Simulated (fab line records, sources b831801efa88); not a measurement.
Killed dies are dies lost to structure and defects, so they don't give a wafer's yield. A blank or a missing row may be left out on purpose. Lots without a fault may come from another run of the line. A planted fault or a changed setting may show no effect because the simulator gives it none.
A struck lot beside a sound one | flow sky130 | 28 steps out of a route of 708
Sound: wafers L731.2, L731.3, L731.4. Struck: wafer L742.5. (L742.2, L742.4 of the same lot were not struck and are left out.) The cause comes at the end.
At each step with rows: each side's tool, then ch and its chambers, then its first start. Under that, the readings that differ: sound wafers | struck wafers | difference of the means | sigmas: that difference in standard deviations of wafers without a fault.
alike: readings whose means differ by less than 2 such deviations, and words and numbers that are the same on both sides. not compared: withheld readings, readings that some wafer has no value for, bounds like >300 that may hide the same value, and numbers for which the record gives no deviation and whose values overlap.
The two part at a step that has a row with sigmas, a row that says differs or no value, or rows on one side only. Numbers that don't overlap but have no deviation are shown without sigmas and don't part them. A reading that every wafer of one side lacks parts them only if that side has two wafers or more.

first, 1 step without rows for these wafers: SKY_VIA2_SPUTTER_20 (material TiN, target thk 20 nm, time 80 s).
SKY_VIA2_CVD_21: deposits W, target thk 420 nm, time 126.4 s.
  sound on cvd_w-01 ch 0,1, day 40 07:22; struck on cvd_w-01 ch 1, day 43 14:20
  alike: heater_power_w
SKY_VIA2_RS_MEAS_22: measures by four-point-probe.
  sound on film_metro-01, day 40 07:31; struck on film_metro-03, day 43 14:29
  alike: VIA2_W_RS
SKY_VIA2_THK_MEAS_23: measures by xrf.
  sound on film_metro-01, day 40 07:37; struck on film_metro-03, day 43 14:35
  alike: VIA2_W_THK
then, 1 step without rows for these wafers: SKY_VIA2_CMP_24 (polishes, stops on SiO2, t overpolish 20 s, target thk 0 nm).
SKY_METAL3_SPUTTER_00: material Ti, target thk 15 nm, time 10 s.
  sound on pvd_sputter-03, day 40 07:58; struck on pvd_sputter-03, day 43 15:04
  alike: cathode_dc_power_W, chamber_pressure_pa, throttle_valve_pct
then, 3 steps without rows for these wafers: SKY_METAL3_SPUTTER_01 (material TiN, target thk 20 nm, time 16.7 s); SKY_METAL3_SPUTTER_02 (material AlCu, target thk 735 nm, time 39.1 s); SKY_METAL3_SPUTTER_03 (material Ti, target thk 5 nm, time 3.3 s).
SKY_METAL3_SPUTTER_04: material TiN, target thk 70 nm, time 58.3 s.
  sound on pvd_sputter-03, day 40 08:04; struck on pvd_sputter-03, day 43 15:11
  alike: cathode_dc_power_W, chamber_pressure_pa, throttle_valve_pct
SKY_CAPM_CVD_00: deposits SiO2, target thk 15.5 nm.
  sound on pecvd-04 ch 0,1, day 40 08:07; struck on pecvd-03 ch 2, day 43 15:14
  alike: heater_power_w
SKY_CAPM_THK_MEAS_01:
  sound on film_metro-01, day 40 08:10; struck on film_metro-02, day 43 15:16
  alike: CAPM_CVD_00_THK
SKY_CAPM_SPUTTER_02: material TiN, target thk 200 nm, time 166.7 s.
  sound on pvd_sputter-04, day 40 08:13; struck on pvd_sputter-02, day 43 15:19
  reading                                  | sound                | struck | difference | sigmas
  cathode_dc_power_W (W)                   | 6499.3 6501.5 6502.0 | 7420.3 | +919.4     | +99 or more
  model.TiN_of_CAPM_SPUTTER_02.thk_nm (nm) | 199.1 201 201        | 229.3  | +28.9      |
  alike: chamber_pressure_pa, throttle_valve_pct
SKY_CAPM_RS_MEAS_03: measures by four-point-probe.
  sound on film_metro-02, day 40 08:21; struck on film_metro-01, day 43 15:26
  reading              | sound          | struck | difference | sigmas
  CAPM_TIN_RS (ohm/sq) | 6.93 6.86 6.88 | 6.01   | -0.88      | -11
SKY_CAPM_THK_MEAS_04: measures by xrf.
  sound on film_metro-02, day 40 08:28; struck on film_metro-01, day 43 15:33
  reading           | sound             | struck | difference | sigmas
  CAPM_TIN_THK (nm) | 200.3 201.8 201.1 | 228.7  | +27.6      | +12
then, 7 steps without rows for these wafers: SKY_CAPM_DEHYDRATE_05 (time 60 s); SKY_CAPM_HMDS_06 (prime time 60 s); SKY_CAPM_COAT_07 (resist thk 1140 nm); SKY_CAPM_SOFTBAKE_08 (time 60 s); SKY_CAPM_EXPOSE_09 (exposes mask CAPM, target cd 1000 nm); SKY_CAPM_PEB_10; SKY_CAPM_DEVELOP_11 (develop time 60 s).
SKY_CAPM_OVL_MEAS_12:
  sound on overlay-01, day 41 08:26; struck on overlay-02, day 44 14:47
  alike: CAPM_OVL
SKY_CAPM_METAL_ETCH_13: etches TiN in Cl2/BCl3, stops on SiO2, target depth 220 nm, time 62.9 s.
  sound on rie_metal-03 ch 0,1, day 41 08:28; struck on rie_metal-01 ch 1, day 44 14:49
  reading                | sound                | struck | difference | sigmas
  oes_product_au (a.u.)  | 0.943 0.943 0.945    | 0.983  | +0.039     | +5
  throttle_valve_pct (%) | 21.901 21.888 21.890 | 21.864 | -0.029     | -3
  alike: bcl3_flow_sccm, drypump_motor_current_A
  not compared: rf_hours_counter_h
SKY_CAPM_STRIP_14: strips in O2/N2.
  sound on plasma_asher-04 ch 0,1, day 41 08:32; struck on plasma_asher-04 ch 0, day 44 14:53
  alike: drypump_motor_current_A, oes_product_au, strip_time_to_endpoint_s
  not compared: rf_hours_counter_h
SKY_CAPM_STRIP_15: strips in post etch residue remover, time 1200 s.
  sound on wet_bench-03 ch 2, day 41 08:38; struck on wet_bench-03 ch 2, day 44 14:59
  reading                                  | sound             | struck | difference | sigmas
  model.TiN_of_CAPM_SPUTTER_02.thk_nm (nm) | 198.7 200.6 200.5 | 228.8  | +28.9      |
then, 1 step without rows for these wafers: SKY_CAPM_CLEAN_16 (cleans in IPA, time 180 s).
-- the record jumps here: 7 days lie between the struck wafers' starts before and after (it left off in module CAPM and takes up again in module PAD_OPEN, whose first step shown is number 708 of the route) --
SKY_PAD_OPEN_PROBE_99:
  sound on prober-02, day 49 04:56; struck on prober-01, day 51 14:25
  reading                  | sound          | struck | difference | sigmas
  defect_limited_yield (%) | 81.9 82.3 79.5 | 0.4    | -80.8      | -37
  killed_at_other          | 0 0 0          | 399    | +399       | +99 or more
  killed_dies              | 89 87 101      | 490    | +398       | +36
  killed_on_rim            | 18 20 13       | 96     | +79        | +22
  sort_bin_3_pad_short (%) | 0.6 0.8 1.6    | 81.9   | +80.9      | +99 or more
  sort_n_pass              | 403 405 391    | 2      | -398       | -36
  sort_yield_pct (%)       | 81.9 82.3 79.5 | 0.4    | -80.8      | -37
  alike: killed_at_M0_to_M3, killed_at_M4_up, killed_at_contacts, killed_at_front_end, killed_open, killed_short, sort_bin_5_function, sort_bin_6_memory

WHERE THEY PART
First at SKY_CAPM_SPUTTER_02; last, within this record, at SKY_PAD_OPEN_PROBE_99.

WHY: what the simulator had put in
Process parameter drift: pvd_sputter-02, from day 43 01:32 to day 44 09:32, at SKY_CAPM_SPUTTER_02. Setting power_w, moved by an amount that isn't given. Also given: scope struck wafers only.
